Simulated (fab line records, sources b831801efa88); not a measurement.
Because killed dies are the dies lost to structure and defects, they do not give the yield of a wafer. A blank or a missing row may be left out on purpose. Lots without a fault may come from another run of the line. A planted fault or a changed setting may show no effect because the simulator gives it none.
fab line records	flow sky130
record lots=6	wafers=16	last-day=50
route steps=708 shown SD_N@344 SD_P@359 RES_XHIGH@360 PAD_OPEN@708
lots untouched by any fault: they come from a run of this same line in which no faults occurred
start-h: the number of hours between the record's first day and the start of the first shown wafer of the lot	wait-h: hours since the lot's step before	" the same as in the row above	L1.1+2: a single row standing in for several wafers	- no value, or no start was given	* or withheld: withheld	< > ~ a bound
route shown NAME@n: a module of which the file shows steps, and the number in the route of the first	usual: the fault-free wafers' mean and standard deviation	same: alike in all rows	chamber/n: place in a boat	sites: the reading at each site	_std_site: standard deviation across them	_edge_site: mean of outer sites minus mean of inner sites	radius-mm: for every site, how far away it sits from the centre of the wafer	mask NAME#n: copy n	behind: the last tool/chamber to shape the wafer	hold: what put the lot on hold/how long, in hours/how the hold closed	device: names the non-switching transistor (n, p or np)	end of line: tests of these same wafers at the route's end	where a step has no rows: the recipe by itself	killed: count of dies lost to structure and defects at first sort (not the wafer's yield)	map: dies across one wafer; x = killed, . = not, _ = none there
set.NAME: the setting the step ran with; set.NAME@STEP: the setting that earlier step ran with	model.NAME: the simulator's own value behind a step, which no gauge read
lots seen at some steps along the route; tables by step, rows by wafer
services: from which hour (start-h, from the record's first day; less than 0 if before it) a tool's chamber was out of use, for how many hours, and why
## steps
# step SKY_SD_N_COAT_02
# recipe resist=NOVOLAK	spin-rpm=3000	resist-thk-nm=1140
# step SKY_SD_N_SOFTBAKE_03
# recipe temp-c=90	time-s=61.49	resist=NOVOLAK
# usual heater-power-total-W=56.61/0.05	plate-sensor-t-centre-C=90.758/0.011	plate-sensor-t-edge-C=90.828/0.0092
lot.wafer	tool	chamber	start-h	wait-h	heater-power-total-W	plate-sensor-t-centre-C	plate-sensor-t-edge-C
L855.2	litho-track-04	0	676.54	0.1	56.54	90.752	90.831
L855.5	"	0	"	"	56.65	90.761	90.819
L855.6	"	0	"	"	56.58	90.739	90.828
L857.1	litho-track-03	0	702.20	0.1	56.64	90.743	90.836
L857.2	"	0	"	"	56.64	90.747	90.825
L857.3	"	0	"	"	56.68	90.741	90.831
L864.4	litho-track-04	0	750.69	0.1	56.61	90.770	90.803
L864.5	"	0	"	"	56.68	90.772	90.829
L866.2	litho-track-03	0	771.08	0.1	56.65	90.746	90.833
L866.6	"	0	"	"	56.62	90.735	90.819
L869.3	litho-track-03	0	785.10	0.1	56.67	90.742	90.829
L869.5	"	0	"	"	56.62	90.764	90.833
L869.6	"	0	"	"	56.58	90.749	90.817
L873.2	litho-track-03	0	811.78	0.1	56.62	90.765	90.838
L873.4	"	0	"	"	56.52	90.752	90.832
L873.5	"	0	"	"	56.58	90.765	90.818
# step SKY_SD_N_EXPOSE_04
# recipe mask-id=NSDM	na=0.6	source-shape=conventional	sigma-outer=0.6	polarization=unpolarized	target-cd-nm=380	dose-mj=141
# step SKY_SD_N_PEB_05
# recipe temp-c=withheld	time-s=*	resist=NOVOLAK
# step SKY_SD_N_DEVELOP_06
# recipe resist=NOVOLAK	developer=TMAH	develop-time-s=60	dev-temp-c=23
# step SKY_SD_N_CD_MEAS_07
# recipe target-cd-nm=380
# usual cd-nm=380.2/2.4
lot.wafer	tool	chamber	start-h	wait-h	cd-nm
L855.2	cd-sem-01	-	690.81	0.1	374.9
L855.5	"	-	"	"	374.6
L855.6	"	-	"	"	375.9
L857.1	cd-sem-01	-	716.25	0.1	380.6
L857.2	"	-	"	"	380.3
L857.3	"	-	"	"	377.6
L864.4	cd-sem-02	-	764.16	0.1	379.2
L864.5	"	-	"	"	376.9
L866.2	cd-sem-02	-	783.82	0.1	379.7
L866.6	"	-	"	"	382.0
L869.3	cd-sem-02	-	798.61	0.1	381.3
L869.5	"	-	"	"	381.1
L869.6	"	-	"	"	378.4
L873.2	cd-sem-02	-	824.52	0.1	380.4
L873.4	"	-	"	"	382.5
L873.5	"	-	"	"	381.0
# step SKY_SD_N_OVL_MEAS_08
# usual SD_N_OVL=-1.8/1.3
lot.wafer	tool	chamber	start-h	wait-h	SD_N_OVL[nm]
L855.2	overlay-01	-	690.91	0.1	0.4
L855.5	"	-	"	"	-0.1
L855.6	"	-	"	"	-1.2
L857.1	overlay-01	-	716.37	0.1	-1.2
L857.2	"	-	"	"	-1.1
L857.3	"	-	"	"	0.1
L864.4	overlay-02	-	764.24	0.1	-3.3
L864.5	"	-	"	"	-2.7
L866.2	overlay-01	-	783.93	0.1	-3.7
L866.6	"	-	"	"	-4.4
L869.3	overlay-01	-	798.70	0.1	-2.9
L869.5	"	-	"	"	-1.3
L869.6	"	-	"	"	-2.4
L873.2	overlay-02	-	824.63	0.1	-1.4
L873.4	"	-	"	"	-2.6
L873.5	"	-	"	"	0.8
# step SKY_SD_N_IMPLANT_09
# recipe species=As	energy-kev=50	dose-cm2=4e+15	tilt-deg=0
# step SKY_SD_N_IMPLANT_10
# recipe species=P	energy-kev=20	dose-cm2=1e+14	tilt-deg=0
# step SKY_SD_N_STRIP_11
# recipe chemistry=O2/N2	power-w=1400	pressure-mtorr=1500	platen-temp-c=withheld	o2-flow-sccm=3000	n2-flow-sccm=300	overash-fraction=0.5
# usual drypump-motor-current-A=5.6/0.31	n2-flow-sccm=299.9/0.83	oes-product-au=0.527/0.0046	strip-time-to-endpoint-s=22.54/0.045
lot.wafer	tool	chamber	start-h	wait-h	drypump-motor-current-A	n2-flow-sccm	oes-product-au	rf-hours-counter-h	strip-time-to-endpoint-s
L855.2	plasma-asher-03	1	691.24	0.1	5.9	299.0	0.526	91	22.56
L855.5	"	1	"	"	5.9	298.8	0.519	-	22.61
L855.6	"	0	"	"	5.1	298.7	0.525	-	22.62
L857.1	plasma-asher-01	1	716.71	0.1	5.6	300.5	0.528	30	22.52
L857.2	"	0	"	"	5.7	299.5	0.537	30	22.47
L857.3	"	1	"	"	5.6	300.0	0.522	-	22.52
L864.4	plasma-asher-01	0	764.59	0.1	5.7	300.3	0.527	-	22.51
L864.5	"	1	"	"	5.6	299.2	0.526	-	22.52
L866.2	plasma-asher-01	1	784.26	0.1	5.6	301.1	0.530	37	22.55
L866.6	"	1	"	"	5.6	299.2	0.530	-	22.48
L869.3	plasma-asher-01	1	799.06	0.1	5.6	299.3	0.532	-	22.50
L869.5	"	0	"	"	5.7	300.0	0.524	-	22.46
L869.6	"	1	"	"	5.6	299.9	0.531	-	22.54
L873.2	plasma-asher-01	1	824.96	0.1	5.6	299.7	0.528	41	22.56
L873.4	"	0	"	"	5.7	301.3	0.532	-	22.53
L873.5	"	0	"	"	5.7	298.4	0.529	-	22.51
# step SKY_SD_N_TW_MEAS_12
# usual SD_N_TW=3984/46
lot.wafer	tool	chamber	start-h	wait-h	SD_N_TW
L855.2	film-metro-01	-	691.35	0.1	3983
L855.5	"	-	"	"	3989
L855.6	"	-	"	"	4024
L857.1	film-metro-04	-	716.81	0.1	4017
L857.2	"	-	"	"	4001
L857.3	"	-	"	"	3992
L864.4	film-metro-04	-	764.69	0.1	4022
L864.5	"	-	"	"	4023
L866.2	film-metro-02	-	784.37	0.1	3908
L866.6	"	-	"	"	3898
L869.3	film-metro-02	-	799.15	0.1	3951
L869.5	"	-	"	"	3939
L869.6	"	-	"	"	3919
L873.2	film-metro-01	-	825.07	0.1	3974
L873.4	"	-	"	"	3942
L873.5	"	-	"	"	3947
# step SKY_SD_N_CLEAN_13
# recipe chemistry=SC1/SC2	mix=1:4:20	temp-c=70	time-s=150	dry=n2-spin
# step SKY_SD_N_RTA_14
# recipe temp-c=1075	time-s=2	idle-temp-c=650	ramp-up-c-per-s=150	ramp-down-c-per-s=90	ambient=N2
# usual lamp-power-pct=15.72/0.049	ramp-down-c-per-s=90.000/0.016	ramp-up-c-per-s=150.00/0.028	wafer_temp_C_max=1078.2/1.3
lot.wafer	tool	chamber	start-h	wait-h	lamp-power-pct	ramp-down-c-per-s	ramp-up-c-per-s	wafer_temp_C_max
L855.2	rtp-anneal-01	0	691.46	0.0	15.71	89.970	149.97	1078.1
L855.5	"	0	"	"	15.71	89.967	149.99	1080.5
L855.6	"	0	"	"	15.71	90.023	149.98	1077.4
L857.1	rtp-anneal-02	0	716.92	0.0	15.74	90.005	149.96	1077.0
L857.2	"	0	"	"	15.65	90.027	150.01	1078.3
L857.3	"	0	"	"	15.69	89.982	150.01	1079.3
L864.4	rtp-anneal-02	0	764.80	0.0	15.67	89.979	150.03	1085.0
L864.5	"	0	"	"	15.68	89.997	149.98	1084.4
L866.2	rtp-anneal-02	0	784.48	0.0	15.74	89.993	150.05	1084.3
L866.6	"	0	"	"	15.84	89.989	150.01	1084.6
L869.3	rtp-anneal-01	0	799.25	0.0	15.81	89.996	149.99	1078.0
L869.5	"	0	"	"	15.68	90.001	149.97	1078.5
L869.6	"	0	"	"	15.72	90.001	150.04	1077.4
L873.2	rtp-anneal-01	0	825.18	0.0	15.75	89.979	149.97	1077.0
L873.4	"	0	"	"	15.81	90.004	150.05	1077.2
L873.5	"	0	"	"	15.79	89.994	150.00	1080.0
# step SKY_SD_N_RS_MEAS_16
# recipe thk-meas-gauge=four-point-probe
# usual SD_N_RS=68.45/0.13
lot.wafer	tool	chamber	start-h	wait-h	SD_N_RS[ohm/sq]
L855.2	film-metro-01	-	691.65	0.1	68.54
L855.5	"	-	"	"	68.47
L855.6	"	-	"	"	68.34
L857.1	film-metro-01	-	717.10	0.1	68.51
L857.2	"	-	"	"	68.53
L857.3	"	-	"	"	68.62
L864.4	film-metro-01	-	765.01	0.1	67.57
L864.5	"	-	"	"	67.49
L866.2	film-metro-01	-	784.66	0.1	67.29
L866.6	"	-	"	"	67.48
L869.3	film-metro-04	-	799.45	0.1	68.48
L869.5	"	-	"	"	68.30
L869.6	"	-	"	"	68.49
L873.2	film-metro-04	-	825.37	0.1	68.53
L873.4	"	-	"	"	68.30
L873.5	"	-	"	"	68.29
# step SKY_SD_N_RS_MEAS_17
# recipe thk-meas-gauge=four-point-probe
# usual SD_P_RS=146.9/0.44
lot.wafer	tool	chamber	start-h	wait-h	SD_P_RS[ohm/sq]
L855.2	film-metro-01	-	691.77	0.1	147.2
L855.5	"	-	"	"	147.1
L855.6	"	-	"	"	147.0
L857.1	film-metro-01	-	717.22	0.1	147.5
L857.2	"	-	"	"	147.5
L857.3	"	-	"	"	147.7
L864.4	film-metro-01	-	765.13	0.1	141.9
L864.5	"	-	"	"	142.1
L866.2	film-metro-01	-	784.78	0.1	141.7
L866.6	"	-	"	"	141.6
L869.3	film-metro-04	-	799.57	0.1	146.9
L869.5	"	-	"	"	146.4
L869.6	"	-	"	"	146.8
L873.2	film-metro-04	-	825.49	0.1	146.6
L873.4	"	-	"	"	146.5
L873.5	"	-	"	"	146.0
# step SKY_SD_N_RS_MEAS_18
# recipe thk-meas-gauge=four-point-probe
# usual RES_XHIGH_RS=332.9/1.3
lot.wafer	tool	chamber	start-h	wait-h	RES_XHIGH_RS[ohm/sq]
L855.2	film-metro-01	-	691.89	0.1	335.2
L855.5	"	-	"	"	335.7
L855.6	"	-	"	"	335.4
L857.1	film-metro-01	-	717.34	0.1	334.2
L857.2	"	-	"	"	332.1
L857.3	"	-	"	"	334.2
L864.4	film-metro-01	-	765.25	0.1	330.8
L864.5	"	-	"	"	331.2
L866.2	film-metro-01	-	784.90	0.1	332.5
L866.6	"	-	"	"	332.2
L869.3	film-metro-04	-	799.69	0.1	331.5
L869.5	"	-	"	"	331.6
L869.6	"	-	"	"	331.8
L873.2	film-metro-04	-	825.61	0.1	332.3
L873.4	"	-	"	"	331.8
L873.5	"	-	"	"	330.5
# step SKY_PAD_OPEN_PROBE_99
# usual killed_at_M0_to_M3=45/7.1	killed_at_M4_up=3.0/1.8	killed-at-contacts=24/5.4	killed-at-front-end=16/4.9	killed-at-other=0.3/0.63	killed-dies=88/11	killed-open=47/7.4	killed-short=40/7
# same gross-dies=492	killed-at-back-side=0
lot.wafer	tool	chamber	start-h	wait-h	killed_at_M0_to_M3	killed_at_M4_up	killed-at-contacts	killed-at-front-end	killed-at-other	killed-dies	killed-open	killed-short	model.etest.res-xhigh-po.line-ohm-um	model.etest.res-xhigh-po.rs-ohm-sq	model.etest.res-pdiff.line-ohm-um	model.etest.res-high-po.line-ohm-um	model.etest.licon-high-po.rc-ohm	model.etest.res-high-po.rs-ohm-sq	model.etest.res-pdiff-hv.rs-ohm-sq	model.etest.res-pdiff.rs-ohm-sq
L855.2	prober-02	-	1107.29	0.1	37	4	24	16	0	81	44	37	5642	1976	1303	724.9	344.6	254.8	183.5	191.3
L855.5	prober-02	-	1107.44	0.2	40	2	21	16	2	81	43	38	5696	1996	1330	745.3	346.6	258.7	184.5	192.8
L855.6	prober-02	-	1107.49	0.2	36	3	21	18	0	78	37	41	5649	2005	1326	735.7	364.1	261.5	184.9	192.1
L857.1	prober-01	-	1126.62	0.1	48	1	30	15	0	94	50	44	6132	2142	1343	770.6	364	269.2	192.8	199.8
L857.2	prober-01	-	1126.67	0.1	48	5	15	17	0	85	42	43	5960	2075	1354	757.2	364	267.1	193	198.1
L857.3	prober-01	-	1126.72	0.2	44	3	19	21	0	87	48	39	5918	2089	1356	768.9	355.2	269.2	192.3	197.4
L864.4	prober-01	-	1156.27	0.2	41	2	15	14	0	72	40	32	5688	1990	1285	734.2	341	258.7	179.1	185.2
L864.5	prober-01	-	1156.32	0.2	43	3	20	12	0	78	38	40	5266	1872	1278	703.9	332.9	250.1	178.3	185.8
L866.2	prober-01	-	1171.36	0.1	52	4	32	11	0	99	53	46	5595	1961	1344	706.4	332.8	249.6	179.6	187.5
L866.6	prober-01	-	1171.56	0.2	42	3	22	7	0	74	38	36	6123	2131	1300	739.8	355.3	260.7	180.5	188.1
L869.3	prober-02	-	1182.30	0.2	52	2	27	18	0	99	45	53	5667	1959	1343	751.8	339.8	259.6	186.6	193.7
L869.5	prober-02	-	1182.40	0.2	42	4	26	12	0	84	39	45	5865	2030	1354	764.6	360.5	263.4	188.1	191.6
L869.6	prober-02	-	1182.45	0.2	40	4	24	26	0	94	58	36	5636	1969	1358	738	355.8	260.5	187.4	193.6
L873.2	prober-02	-	1197.56	0.1	51	0	33	17	0	101	52	49	5379	1882	1402	729.2	342.6	251.7	194.7	199.8
L873.4	prober-02	-	1197.66	0.2	34	4	20	9	0	67	39	28	5724	2001	1386	748.7	340.5	259.4	193.8	198.9
L873.5	prober-02	-	1197.71	0.2	40	5	24	10	0	79	44	35	5679	2003	1372	749.6	349	263.6	192.3	199.4
# killed by level:class
L855.2 CONTACT:geometric-particle:open=10 METAL2:geometric-particle:short=10 VIA1:geometric-particle:short=6 LI_CONTACT:geometric-particle:open=6 VIA1:geometric-particle:open=6 LI_CONTACT:geometric-particle:short=5 VIA3:geometric-particle:open=5 POLY_GATE:geometric-particle:open=4
L855.5 VIA1:geometric-particle:open=11 CONTACT:geometric-particle:open=8 METAL1:geometric-particle:short=6 LOCAL_INTERCONNECT:geometric-particle:short=4 CONTACT:geometric-particle:short=4 VIA3:geometric-particle:short=4 VIA3:geometric-particle:open=4 FIELD_ISO:geometric-particle:short=3
L855.6 LI_CONTACT:geometric-particle:open=6 METAL2:geometric-particle:short=6 FIELD_ISO:geometric-particle:short=5 POLY_GATE:geometric-particle:open=5 LOCAL_INTERCONNECT:geometric-particle:short=5 CONTACT:geometric-particle:open=5 METAL1:geometric-particle:short=5 VIA3:geometric-particle:open=5
L857.1 CONTACT:geometric-particle:open=10 VIA1:geometric-particle:open=10 LI_CONTACT:geometric-particle:open=8 VIA3:geometric-particle:short=8 CONTACT:geometric-particle:short=7 VIA2:geometric-particle:open=7 FIELD_ISO:geometric-particle:open=6 METAL1:geometric-particle:short=5
L857.2 VIA1:geometric-particle:open=10 VIA3:geometric-particle:open=7 FIELD_ISO:geometric-particle:short=6 LI_CONTACT:geometric-particle:open=6 VIA1:geometric-particle:short=6 FIELD_ISO:geometric-particle:open=5 METAL3:geometric-particle:short=5 METAL1:geometric-particle:short=4
L857.3 VIA1:geometric-particle:open=10 CONTACT:geometric-particle:open=9 METAL1:geometric-particle:short=5 METAL2:geometric-particle:short=5 VIA2:geometric-particle:open=5 METAL3:geometric-particle:short=5 VIA3:geometric-particle:open=5 FIELD_ISO:geometric-particle:short=4
L864.4 CONTACT:geometric-particle:open=8 VIA1:geometric-particle:open=8 VIA3:geometric-particle:open=7 FIELD_ISO:geometric-particle:short=6 METAL1:geometric-particle:short=6 METAL2:geometric-particle:short=5 VIA2:geometric-particle:short=4 FIELD_ISO:geometric-particle:open=3
L864.5 METAL1:geometric-particle:short=10 VIA3:geometric-particle:open=9 VIA1:geometric-particle:open=6 CONTACT:geometric-particle:open=6 FIELD_ISO:geometric-particle:short=5 LI_CONTACT:geometric-particle:open=5 LOCAL_INTERCONNECT:geometric-particle:short=4 VIA2:geometric-particle:open=4
L866.2 CONTACT:geometric-particle:open=14 VIA1:geometric-particle:open=11 METAL2:geometric-particle:short=9 VIA3:geometric-particle:open=8 CONTACT:geometric-particle:short=8 METAL1:geometric-particle:short=6 FIELD_ISO:geometric-particle:short=4 LI_CONTACT:geometric-particle:open=4
L866.6 LI_CONTACT:geometric-particle:open=8 METAL1:geometric-particle:short=7 VIA1:geometric-particle:open=7 CONTACT:geometric-particle:open=6 VIA3:geometric-particle:open=6 METAL2:geometric-particle:short=5 VIA2:geometric-particle:short=4 VIA1:geometric-particle:short=4
L869.3 VIA1:geometric-particle:open=10 METAL1:geometric-particle:short=9 CONTACT:geometric-particle:short=8 VIA3:geometric-particle:open=6 CONTACT:geometric-particle:open=6 VIA1:geometric-particle:short=6 LI_CONTACT:geometric-particle:open=5 VIA3:geometric-particle:short=5
L869.5 VIA1:geometric-particle:open=12 CONTACT:geometric-particle:open=7 VIA2:geometric-particle:open=7 CONTACT:geometric-particle:short=6 METAL1:geometric-particle:short=6 VIA1:geometric-particle:short=6 FIELD_ISO:geometric-particle:short=5 LI_CONTACT:geometric-particle:open=5
L869.6 LI_CONTACT:geometric-particle:open=8 CONTACT:geometric-particle:open=8 VIA1:geometric-particle:open=8 POLY_GATE:geometric-particle:open=7 METAL2:geometric-particle:open=6 METAL2:geometric-particle:short=6 FIELD_ISO:geometric-particle:open=5 VIA1:geometric-particle:short=5
L873.2 VIA3:geometric-particle:open=11 CONTACT:geometric-particle:open=10 VIA1:geometric-particle:short=8 VIA1:geometric-particle:open=8 FIELD_ISO:geometric-particle:short=6 CONTACT:geometric-particle:short=6 METAL1:geometric-particle:short=6 VIA2:geometric-particle:open=6
L873.4 VIA1:geometric-particle:open=9 CONTACT:geometric-particle:open=7 VIA3:geometric-particle:open=6 METAL2:geometric-particle:short=6 LI_CONTACT:geometric-particle:open=4 FIELD_ISO:geometric-particle:short=3 VIA1:geometric-particle:short=3 LI_CONTACT:geometric-particle:short=3
L873.5 VIA1:geometric-particle:open=10 LI_CONTACT:geometric-particle:open=9 VIA2:geometric-particle:open=8 CONTACT:geometric-particle:open=7 VIA1:geometric-particle:short=6 METAL2:geometric-particle:short=5 POLY_GATE:geometric-particle:open=4 VIA3:geometric-particle:short=4
## services
tool	chamber	start-h	hours	kind
plasma-asher-01	-	663.76	3.3	repair
litho-track-04	-	711.56	-	consumable-replace:filter
plasma-asher-03	-	752.68	1.3	repair
rtp-anneal-01	-	763.68	12.4	pm
## key
first-sign step=SKY_SD_N_RTA_14	reading=wafer_temp_C_max	direction=up	sigmas=4.7	usual=*	struck=*
effect step=SKY_SD_N_RS_MEAS_16	reading=SD_N_RS	direction=down	sigmas=7.4	usual=68.45	struck=67.46
effect step=SKY_SD_N_RS_MEAS_17	reading=SD_P_RS	direction=down	sigmas=12	usual=146.9	struck=141.8
model-effect step=SKY_PAD_OPEN_PROBE_99	value=etest.res-xhigh-po.line-ohm-um	without=6006	struck=5668
met-at SKY_SD_N_RTA_14
struck-wafers L864.4,L864.5,L866.2,L866.6
tester-left-out L864,L866
onset-between 716.92 764.80
fault kind=process-parameter-drift	tool=rtp-anneal-02	chamber=-	onset-h=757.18	steps=SKY_SD_N_RTA_14	channel=temp-c	offset=*	shape=step	end-h=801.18	acts-in=*	stated=*
# tester-left-out: of these lots the tester's yield and bins aren't shown, on N5 and GAA mostly nor the transistor test; their killed dies are dies lost to structure and defects alone, not to doping, threshold or leakage, so they don't give the yield
